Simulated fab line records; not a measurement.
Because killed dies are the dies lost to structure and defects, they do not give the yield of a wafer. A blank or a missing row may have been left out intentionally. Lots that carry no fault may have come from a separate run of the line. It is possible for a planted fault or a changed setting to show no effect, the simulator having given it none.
Matching of chambers / flow sky130 / SKY_LI_CONTACT_ETCH_15 on rieDiel-02 has 4 sister chambers
The step etches PSG in C4F8/O2/Ar, stops on Si, target depth 600 nm. 8 wafers are shown with their chamber, then 11 later ones without.

== WAFERS WITH THEIR CHAMBER ==
wafer=L079.6; chamber=1; oesProductAu (a.u.)=0.832
wafer=L084.1; chamber=1; oesProductAu (a.u.)=0.838
wafer=L084.4; chamber=0; oesProductAu (a.u.)=0.832
wafer=L084.5; chamber=3; oesProductAu (a.u.)=0.838
wafer=L084.6; chamber=0; oesProductAu (a.u.)=0.839
wafer=L088.3; chamber=3; oesProductAu (a.u.)=0.830
wafer=L088.5; chamber=2; oesProductAu (a.u.)=0.841
wafer=L091.1; chamber=2; oesProductAu (a.u.)=0.842

== WAFERS WHOSE CHAMBER IS MISSING ==
wafer=L091.3; oesProductAu (a.u.)=0.846
wafer=L091.6; oesProductAu (a.u.)=0.836
wafer=L093.2; oesProductAu (a.u.)=0.836
wafer=L093.3; oesProductAu (a.u.)=0.836
wafer=L093.4; oesProductAu (a.u.)=0.835
wafer=L095.1; oesProductAu (a.u.)=0.839
wafer=L095.4; oesProductAu (a.u.)=0.830
wafer=L095.5; oesProductAu (a.u.)=0.831
wafer=L097.1; oesProductAu (a.u.)=0.831
wafer=L097.3; oesProductAu (a.u.)=0.833
wafer=L097.4; oesProductAu (a.u.)=0.841

== THE CHAMBER EACH PASSED THROUGH ==
wafer=L091.3; from the rows above=can't be placed: 2 or 0 or 1 or 3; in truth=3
wafer=L091.6; from the rows above=can't be placed: 0 or 1 or 3 or 2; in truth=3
wafer=L093.2; from the rows above=can't be placed: 0 or 1 or 3 or 2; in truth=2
wafer=L093.3; from the rows above=can't be placed: 0 or 1 or 3 or 2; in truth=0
wafer=L093.4; from the rows above=can't be placed: 1 or 0 or 3 or 2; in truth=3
wafer=L095.1; from the rows above=can't be placed: 2 or 0 or 1 or 3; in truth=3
wafer=L095.4; from the rows above=can't be placed: 3 or 1 or 0 or 2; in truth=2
wafer=L095.5; from the rows above=can't be placed: 3 or 1 or 0 or 2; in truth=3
wafer=L097.1; from the rows above=can't be placed: 3 or 1 or 0 or 2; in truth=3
wafer=L097.3; from the rows above=can't be placed: 3 or 1 or 0 or 2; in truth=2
wafer=L097.4; from the rows above=can't be placed: 2 or 0 or 1 or 3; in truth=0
Correct placement for 0 of the 11. Unplaceable from these rows: 11, with the true chamber sitting among the candidates in 11. 0 placed wrongly.
How it was worked out, from the rows above alone: a wafer's distance from a chamber is the root of the sum, over the readings, of the square of ((its reading less the chamber's mean) divided by the reading's scatter). If the next closest chamber is less than 2 further off than the closest, the wafer can't be placed; otherwise it belongs to the closest. The mean given for a chamber averages the wafers shown for that chamber. The scatter is the square root of a quotient: the sum, over the shown wafers, of each reading's squared deviation from its chamber's mean, divided by wafers minus chambers.
